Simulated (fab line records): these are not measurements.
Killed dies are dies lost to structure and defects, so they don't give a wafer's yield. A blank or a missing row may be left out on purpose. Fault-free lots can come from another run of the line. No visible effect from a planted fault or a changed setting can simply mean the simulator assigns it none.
Comparing a struck lot with a sound one || flow sky130 || 22 steps out of a route of 708
Sound: wafers L471.1, L471.2, L471.4. Struck: wafers L478.2, L478.4, L478.6. Last of all comes the cause.
For every step that has rows: the tool of each side, followed by ch and its chambers, followed by its first start. Under that, the readings that differ: sound wafers || struck wafers || difference of the means || sigmas: that difference in standard deviations of wafers without a fault.
alike: words and numbers the same on both sides, and readings whose means are apart by under 2 such deviations; not compared: readings that were withheld, readings missing a value for some wafer, numbers with overlapping values and no deviation given by the record, and bounds like >300 which may hide the same value.
A row with sigmas, a row that says differs or no value, or rows on one side alone: a step with any of these is where the two part. Non-overlapping numbers with no deviation appear without sigmas and do not part them. A reading missing from all wafers of one side parts the sides only when that side holds two or more wafers.

first, 1 step without rows for these wafers: SKY_POLY_GATE_OXIDATION_20 (stabilise 600 s, purge 300 s, target thk 4 nm).
SKY_POLY_GATE_THK_MEAS_21:
  struck on film metro-02, day 19 08:50; sound on film metro-02, day 16 15:44
  alike: POLY_GATE_OXIDATION_THK
SKY_POLY_GATE_CD_MEAS_22:
  struck on cd sem-01, day 19 08:55; sound on cd sem-01, day 16 15:48
  alike: cd nm
then, 7 steps without rows for these wafers: SKY_LDD_N_DEHYDRATE_00 (time 60 s); SKY_LDD_N_HMDS_01 (prime time 60 s); SKY_LDD_N_COAT_02 (resist thk 300 nm); SKY_LDD_N_SOFTBAKE_03 (time 60 s); SKY_LDD_N_EXPOSE_04 (exposes mask NTM, target cd 840 nm); SKY_LDD_N_PEB_05; SKY_LDD_N_DEVELOP_06 (develop time 60 s).
SKY_LDD_N_OVL_MEAS_07:
  struck on overlay-02, day 20 14:32; sound on overlay-01, day 17 19:50
{"reading": "LDD_N_OVL (nm)", "sound": "4.4 3.0 4.2", "struck": "1.0 -0.5 1.4", "difference": -3.2, "sigmas": -2}
after that, 1 step had no rows for these wafers: SKY_LDD_N_IMPLANT_08.
SKY_LDD_N_IMPLANT_09:
  sound on implanter-04 ch 0, day 17 20:02; struck on implanter-02 ch 0, day 20 14:44
{"reading": "dose ions cm2", "sound": "7.501e+13 7.498e+13 7.499e+13", "struck": "1.156e+13 1.16e+13 1.151e+13", "difference": -6.344e+13, "sigmas": "-99 or more"}
{"reading": "faraday current uA", "sound": "435 423 430", "struck": "65 65 63", "difference": -365, "sigmas": -43}
  alike: end station pressure torr
then, 6 steps without rows for these wafers: SKY_LDD_N_IMPLANT_10; SKY_LDD_N_IMPLANT_11; SKY_LDD_N_IMPLANT_12; SKY_LDD_N_IMPLANT_13; SKY_LDD_N_IMPLANT_14; SKY_LDD_N_IMPLANT_15.
SKY_LDD_N_STRIP_16: strips in O2/N2.
  sound on plasma asher-02 ch 0,1, day 17 21:05; struck on plasma asher-03 ch 0,1, day 20 15:46
{"reading": "strip time to endpoint s (s)", "sound": "4.310 4.319 4.308", "struck": "4.155 4.156 4.157", "difference": -0.156, "sigmas": -10}
  alike: drypump motor current A, oes product au
  not compared: rf hours counter h
SKY_LDD_N_TW_MEAS_17:
  struck on film metro-02, day 20 15:52; sound on film metro-02, day 17 21:11
{"reading": "LDD_N_TW", "sound": "2601 2619 2620", "struck": "2477 2491 2485", "difference": -129, "sigmas": -3}
-- here the record skips 27 days between the struck wafers' starts before and after, leaving off in module LDD_N and picking up in module PAD_OPEN (first step shown: number 708 of the route) --
SKY_PAD_OPEN_PROBE_99:
  struck on prober-01, day 47 13:21; sound on prober-02, day 45 17:34
{"reading": "model.etest.tip n.rs ohm sq", "sound": "450.5 447.8 449.1", "struck": "511.8 509.7 504.6", "difference": "+59.6", "sigmas": ""}
{"reading": "model.etest.nfet_01v8.r on ohm um", "sound": "830.3 822.9 834.4", "struck": "866.5 864.7 879.8", "difference": "+41.1", "sigmas": ""}
{"reading": "model.etest.nfet_01v8_swapped.vt sat v (V)", "sound": "0.6536 0.6466 0.659", "struck": "0.6637 0.6701 0.6774", "difference": "+0.0173", "sigmas": ""}
  alike: killed_at_M0_to_M3, killed_at_M4_up, killed at contacts, killed at front end, killed at other, killed dies, killed open, killed short
  not compared: model.etest.nfet_01v8_turned.vt v, model.etest.nfet_01v8_lvt.vt v

WHERE THEY PART
At SKY_LDD_N_OVL_MEAS_07 first; at SKY_LDD_N_TW_MEAS_17 last (within this record only). Later steps at which nothing parts them and some readings are alike: SKY_PAD_OPEN_PROBE_99.

WHY: whatever the simulator had introduced
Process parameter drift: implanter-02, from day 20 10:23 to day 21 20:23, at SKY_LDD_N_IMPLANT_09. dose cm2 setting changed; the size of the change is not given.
